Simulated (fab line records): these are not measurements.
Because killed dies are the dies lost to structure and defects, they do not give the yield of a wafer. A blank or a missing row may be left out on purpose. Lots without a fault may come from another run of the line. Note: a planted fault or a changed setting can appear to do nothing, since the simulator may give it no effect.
Which tool did it?	flow sky130	Sampling: 12 lots, 36 wafers, 5 of 708 route steps

== WHAT THE GAUGES SHOWED, per wafer ==
SKY_VIA1_THK_MEAS_23: measures by xrf.
lot	measured	on	VIA1_W_THK (nm)
L730	day 33 10:17	filmMetro-03	268 270 271
L732	day 33 20:48	filmMetro-03	274 276 275
L734	day 35 03:23	filmMetro-04	282 276 278
L735	day 35 13:47	filmMetro-03	274 278 274
L736	day 35 15:46	filmMetro-03	261 266 267
L738	day 36 05:05	filmMetro-01	272 270 275
L739	day 36 16:41	filmMetro-01	273 271 272
L740	day 36 22:56	filmMetro-03	271 274 273
L748	day 40 03:17	filmMetro-04	275 272 275
L749	day 40 07:44	filmMetro-03	271 272 273
L751	day 40 22:11	filmMetro-04	272 275 275
L752	day 40 23:26	filmMetro-03	276 274 277

SKY_METAL2_RS_MEAS_05: the measuring method here is four-point-probe.
lot	measured	on	METAL2_ALCU_RS (ohm/sq)
L730	day 33 10:47	filmMetro-04	0.1267 0.1270 0.1269
L732	day 33 21:19	filmMetro-01	0.1286 0.1284 0.1284
L734	day 35 03:53	filmMetro-02	0.1283 0.1269 0.1278
L735	day 35 14:17	filmMetro-04	0.1252 0.1274 0.1263
L736	day 35 16:16	filmMetro-04	0.1245 0.1265 0.1246
L738	day 36 05:36	filmMetro-04	0.1276 0.1276 0.1298
L739	day 36 17:12	filmMetro-01	0.1255 0.1245 0.1243
L740	day 36 23:27	filmMetro-02	0.1255 0.1254 0.1264
L748	day 40 03:51	filmMetro-02	0.1264 0.1255 0.1262
L749	day 40 08:16	filmMetro-04	0.1275 0.1280 0.1275
L751	day 40 22:41	filmMetro-02	0.1278 0.1269 0.1274
L752	day 40 23:56	filmMetro-02	0.1276 0.1273 0.1258

SKY_VIA2_THK_MEAS_01.
lot	measured	on	VIA2_HDPCVD_THK (nm)
L730	day 34 14:49	filmMetro-02	1167 1188 1178
L732	day 35 00:20	filmMetro-03	1189 1198 1203
L734	day 36 06:37	filmMetro-02	1184 1176 1198
L735	day 36 17:26	filmMetro-03	1172 1186 1172
L736	day 36 18:58	filmMetro-02	2326 2333 2319
L738	day 37 09:02	filmMetro-02	2349 2356 2358
L739	day 37 20:47	filmMetro-03	2354 2353 2371
L740	day 38 03:08	filmMetro-02	1183 1172 1172
L748	day 41 06:21	filmMetro-03	1172 1174 1184
L749	day 41 10:03	filmMetro-01	1169 1155 1175
L751	day 42 00:28	filmMetro-02	1161 1165 1147
L752	day 42 01:35	filmMetro-02	1163 1185 1165

== EACH LOT AND THE TOOL THAT RAN IT (in order: tool; ch and the chambers of the sampled wafers; start) ==
lot	SKY_METAL2_SPUTTER_01	SKY_VIA2_HDPCVD_00
L730	pvdSputter-01, day 33 10:40	hdpcvd-01 ch 1,2, day 34 14:41
L732	pvdSputter-02, day 33 21:10	hdpcvd-01 ch 1,2, day 35 00:11
L734	pvdSputter-02, day 35 03:46	hdpcvd-01 ch 0,2, day 36 06:30
L735	pvdSputter-02, day 35 14:10	hdpcvd-02 ch 0,1, day 36 17:19
L736	pvdSputter-01, day 35 16:08	hdpcvd-02 ch 0,1, day 36 18:33
L738	pvdSputter-01, day 36 05:28	hdpcvd-01 ch 0,1, day 37 08:37
L739	pvdSputter-01, day 36 17:04	hdpcvd-01 ch 1,2, day 37 20:22
L740	pvdSputter-02, day 36 23:19	hdpcvd-01 ch 0,1, day 38 02:56
L748	pvdSputter-02, day 40 03:41	hdpcvd-02 ch 0,2, day 41 06:12
L749	pvdSputter-01, day 40 08:06	hdpcvd-01 ch 0,1,2, day 41 09:54
L751	pvdSputter-02, day 40 22:33	hdpcvd-01 ch 1,2, day 42 00:20
L752	pvdSputter-01, day 40 23:49	hdpcvd-02 ch 1,2, day 42 01:27
- SKY_METAL2_SPUTTER_01: material TiN, target thk 20 nm, time 16.7 s.
- SKY_VIA2_HDPCVD_00: deposits SiO2, target thk 1180 nm, time 196.7 s.

== WHAT THE TOOLS THEMSELVES READ (means of the sampled wafers that have a number; where no wafer has one, the mark that the record gives instead) ==
SKY_METAL2_SPUTTER_01.
lot	tool	throttleValvePct (%)
L730	pvdSputter-01	30.3
L732	pvdSputter-02	30.1
L734	pvdSputter-02	30.0
L735	pvdSputter-02	30.0
L736	pvdSputter-01	31.0
L738	pvdSputter-01	30.1
L739	pvdSputter-01	29.8
L740	pvdSputter-02	29.7
L748	pvdSputter-02	30.1
L749	pvdSputter-01	31.3
L751	pvdSputter-02	29.4
L752	pvdSputter-01	31.4

== THE ANSWER, worked out from the rows above alone ==
Rule: the usual values come from the lots themselves. The widest of any qualifying gaps counts: lots, ordered by their means at a reading, are off when they make up no more than a third of the lots, leave a main group of 4 or more, and stand apart from it by 3 or more times the standard deviation of that group's means. A main group whose means are all the same, to the digits that the tables above print for the reading, isn't used. A lot without any number at a reading at which 4 lots or more have one is off too. Where the step has rows for the other lots, those lots are counted as sound. After the gauges, taken in route order, come the tools' own readings; for these a lot's mean is taken, as printed above. At the first step where some lot is off, the reading lying furthest off is the one used; lots without a number count as furthest.
Off: L736, L738, L739, at SKY_VIA2_THK_MEAS_01 (VIA2_HDPCVD_THK). Main group: mean 1176 nm, sd 10.
A tool fits if, at a process step before that reading, it ran every lot that is off, and no sound lot after the first of them. Gauges at SKY_VIA2_THK_MEAS_01: tried the same way as those tools. Of those tried, none fits.

== WHAT THE SIMULATOR HAD INSERTED ==
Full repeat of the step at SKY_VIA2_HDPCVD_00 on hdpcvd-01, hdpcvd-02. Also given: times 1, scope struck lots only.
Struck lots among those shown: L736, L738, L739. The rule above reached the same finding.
